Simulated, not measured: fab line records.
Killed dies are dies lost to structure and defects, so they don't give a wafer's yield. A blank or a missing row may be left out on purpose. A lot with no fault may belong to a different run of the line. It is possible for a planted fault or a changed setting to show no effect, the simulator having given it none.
The tool behind it: which one? -- flow sky130 -- 13 lots with 39 wafers sampled at 5 steps, on a route of 708 steps

WHAT EACH GAUGE READ, for each wafer
SKY_NWELL_TW_MEAS_26.
lot,measured,on,NWELL_2_TW
L333,day 5 10:31,filmMetro-03,490 486 488
L334,day 5 16:13,filmMetro-03,488 485 486
L335,day 5 23:22,filmMetro-01,495 496 496
L336,day 6 07:23,filmMetro-01,496 500 498
L337,day 6 10:34,filmMetro-01,497 496 497
L338,day 6 16:43,filmMetro-04,499 498 500
L339,day 6 21:08,filmMetro-04,496 493 495
L340,day 7 04:23,filmMetro-01,500 495 499
L344,day 8 02:22,filmMetro-04,493 492 493
L345,day 8 08:11,filmMetro-03,491 491 491
L346,day 8 14:20,filmMetro-01,498 497 497
L348,day 9 03:22,filmMetro-01,498 498 496
L356,day 11 00:46,filmMetro-03,497 493 495

SKY_NWELL_RS_MEAS_31: a four-point-probe measurement.
lot,measured,on,PWDE_RS (ohm/sq)
L333,day 5 10:58,filmMetro-03,5307 5308 5316
L334,day 5 16:40,filmMetro-04,5276 5272 5263
L335,day 5 23:50,filmMetro-01,5269 5278 5281
L336,day 6 07:52,filmMetro-04,5273 5310 5305
L337,day 6 11:01,filmMetro-01,5263 5265 5271
L338,day 6 17:10,filmMetro-01,5256 5266 5250
L339,day 6 21:35,filmMetro-04,5288 5299 5257
L340,day 7 04:50,filmMetro-03,5292 5296 5279
L344,day 8 02:49,filmMetro-01,5268 5262 5267
L345,day 8 08:38,filmMetro-03,5294 5293 5286
L346,day 8 14:53,filmMetro-03,5267 5276 5259
L348,day 9 03:50,filmMetro-03,5331 5331 5318
L356,day 11 01:13,filmMetro-04,5270 5290 5277

SKY_VT_ADJUST_HVTP_TW_MEAS_11.
lot,measured,on,VT_ADJUST_HVTP_TW
L333,day 6 05:41,filmMetro-04,1353 1364 1350
L334,day 6 10:56,filmMetro-02,1349 1347 1352
L335,day 6 19:21,filmMetro-04,1344 1350 1349
L336,day 7 02:54,filmMetro-04,1359 1355 1356
L337,day 7 06:26,filmMetro-03,1336 1334 1343
L338,day 7 12:29,filmMetro-04,1364 1364 1360
L339,day 7 17:30,filmMetro-04,1351 1356 1362
L340,day 8 00:57,filmMetro-02,1351 1349 1340
L344,day 9 00:11,filmMetro-04,1356 1359 1358
L345,day 9 06:21,filmMetro-04,1352 1358 1364
L346,day 9 12:30,filmMetro-03,1336 1345 1335
L348,day 10 02:13,filmMetro-02,1342 1351 1346
L356,day 12 01:08,filmMetro-03,1346 1342 1334

SKY_VT_ADJUST_NCORE_TW_MEAS_11.
lot,measured,on,VT_ADJUST_NCORE_TW
L333,day 8 18:22,filmMetro-03,216.5 216.6 216.7
L334,day 8 23:18,filmMetro-03,216.0 216.0 216.9
L335,day 9 07:19,filmMetro-03,214.6 215.8 215.4
L336,day 9 18:36,filmMetro-01,219.5 220.0 219.2
L337,day 10 03:28,filmMetro-01,219.8 218.1 220.6
L338,day 10 04:29,filmMetro-02,217.5 217.6 218.1
L339,day 10 09:27,filmMetro-02,218.2 217.7 216.3
L340,day 10 18:11,filmMetro-02,217.3 216.3 217.2
L344,day 11 19:25,filmMetro-03,205.2 206.5 206.6 206.5 206.4 206.3
L345,day 12 02:44,filmMetro-02,217.4 216.5 215.9
L346,day 12 09:44,filmMetro-03,216.4 214.5 216.2
L348,day 13 00:44,filmMetro-03,205.9 204.7 206.2 204.6 205.7 205.3
L356,day 15 02:17,filmMetro-03,216.9 216.5 216.1

TOOL THAT RAN EACH LOT (tool first, then ch and the chambers of the sampled wafers, then the start)
lot,SKY_VT_ADJUST_NCORE_IMPLANT_09
L333,"implanter-02 ch 0, day 8 18:07"
L334,"implanter-02 ch 0, day 8 23:04"
L335,"implanter-01 ch 0, day 9 07:05"
L336,"implanter-03 ch 0, day 9 18:23"
L337,"implanter-03 ch 0, day 10 03:13"
L338,"implanter-01 ch 0, day 10 04:14"
L339,"implanter-03 ch 0, day 10 09:13"
L340,"implanter-02 ch 0, day 10 17:56"
L344,"implanter-03 ch 0, day 11 19:10"
L345,"implanter-02 ch 0, day 12 02:30"
L346,"implanter-02 ch 0, day 12 09:29"
L348,"implanter-03 ch 0, day 13 00:31"
L356,"implanter-01 ch 0, day 15 02:02"
- SKY_VT_ADJUST_NCORE_IMPLANT_09

AS READ BY THE TOOLS THEMSELVES (means over the sampled wafers that have a number; for cases with no such wafer, the mark the record gives instead)
SKY_VT_ADJUST_NCORE_IMPLANT_09.
lot,tool,beamEnergyKeV
L333,implanter-02,10.005
L334,implanter-02,9.995
L335,implanter-01,10.000
L336,implanter-03,10.004
L337,implanter-03,9.998
L338,implanter-01,9.999
L339,implanter-03,10.002
L340,implanter-02,9.999
L344,implanter-03,7.979
L345,implanter-02,9.999
L346,implanter-02,9.995
L348,implanter-03,7.975
L356,implanter-01,10.003

THE ANSWER, worked out from the rows above alone
Rule: what is usual is taken from the lots themselves. Put in order of their means at a reading, lots are off if they are a third of the lots or fewer, leave a main group of 4 or more, and stand apart from it by a gap of 3 or more times the standard deviation of the main group's means; of several such gaps the widest counts. A main group is skipped when, at the precision printed for the reading in the tables above, its means are all equal. A lot without any number at a reading at which 4 lots or more have one is off too. The other lots that the step has rows for count as sound. The gauges are gone through in route order, then the tools' own readings, and for those a lot's mean is taken as printed above. The first step at which some lot is off is used, and at that step the reading that is off furthest; a lot without a number counts as furthest.
Off: at SKY_VT_ADJUST_NCORE_TW_MEAS_11 (VT_ADJUST_NCORE_TW), L344, L348. Mean 217.1 and standard deviation 1.3 in the main group.
A tool fits if, at a process step before that reading, it ran every lot that is off, and no sound lot after the first of them. Not tried: the gauges at SKY_VT_ADJUST_NCORE_TW_MEAS_11; whatever is off there is also off at SKY_VT_ADJUST_NCORE_IMPLANT_09, on other tools, and gauge error can't account for it. One candidate fits, namely implanter-03 at SKY_VT_ADJUST_NCORE_IMPLANT_09. Its last sound lot is L339 (day 10 09:13), its first lot that is off L344 (day 11 19:10): a fault that began between those two fits.
On the lots that are off, the tool's own readings at SKY_VT_ADJUST_NCORE_IMPLANT_09 differ by more than 5 times the standard deviation of the sound lots' means, which bears it out; beamEnergyKeV reads 7.977 there versus 10.000 on the sound lots.

WHAT HAD BEEN PUT IN BY THE SIMULATOR
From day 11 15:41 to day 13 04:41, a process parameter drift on implanter-03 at SKY_VT_ADJUST_NCORE_IMPLANT_09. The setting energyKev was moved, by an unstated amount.
Struck lots among those shown: L344, L348. Same finding as the rule above.
